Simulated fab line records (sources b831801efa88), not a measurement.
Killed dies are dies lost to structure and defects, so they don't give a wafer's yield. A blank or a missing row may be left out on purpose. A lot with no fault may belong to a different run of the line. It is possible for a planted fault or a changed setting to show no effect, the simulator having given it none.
A single fault, viewed from 2 desks || flow sfq line || numbers are kept per desk, each desk with only its own; the story behind them comes last

## THE METROLOGY DESK
What the gauges read for every lot (on any tool): the sampled wafers with a number, averaged. A lot is out of limits, marked OUT, if its mean lies more than 4 standard deviations from the usual mean; the brackets give that distance.
Columns: A = C5_OVL at SFQ_C5_OVL_MEAS_937, usual -3 nm; B = M6_NB_RS at SFQ_M6_RS_MEAS_938, usual 0.891 ohm/sq; C = M6_OVL at SFQ_M6_OVL_MEAS_940, usual 5 nm
{"lot": "L972", "first seen here": "day 66 19:45", "A": -2, "B": 0.890, "C": 0}
{"lot": "L978", "first seen here": "day 70 07:35", "A": -8, "B": 0.887, "C": 6}
{"lot": "L984", "first seen here": "day 71 22:19", "A": 1, "B": 0.882, "C": 5}
{"lot": "L985", "first seen here": "day 72 03:08", "A": -4, "B": 0.889, "C": 3}
{"lot": "L987", "first seen here": "day 72 07:56", "A": -4, "B": 0.894, "C": 8}
{"lot": "L991", "first seen here": "day 73 09:21", "A": -3, "B": 0.893, "C": 10}
This desk's finding: nothing out of limits on any of the 6 lots.

## DESK OF THE TOOL OWNER: litho track-01
The tool's own readings at SFQ_TRILAYER_M6_LITHO_COAT_159 (resist thk 600 nm): means of the sampled wafers that have a number, for each lot that ran on this tool. A lot is out of limits, marked OUT, if its mean lies more than 4 standard deviations from the usual mean; the brackets give that distance.
Columns: A = exhaust pa at SFQ_TRILAYER_M6_LITHO_COAT_159, usual 45.1 Pa
{"lot": "L978", "first seen here": "day 70 09:08", "A": 45.7}
{"lot": "L984", "first seen here": "day 71 23:50", "A": 45.7}
{"lot": "L985", "first seen here": "day 72 04:40", "A": 45.0}
This desk's finding: nothing out of limits on any of the 3 lots.

## TAKEN TOGETHER
At the metrology desk, nothing out of limits was observed.
The desk of the tool owner found nothing out of limits.

## WHAT THE SIMULATOR PUT IN
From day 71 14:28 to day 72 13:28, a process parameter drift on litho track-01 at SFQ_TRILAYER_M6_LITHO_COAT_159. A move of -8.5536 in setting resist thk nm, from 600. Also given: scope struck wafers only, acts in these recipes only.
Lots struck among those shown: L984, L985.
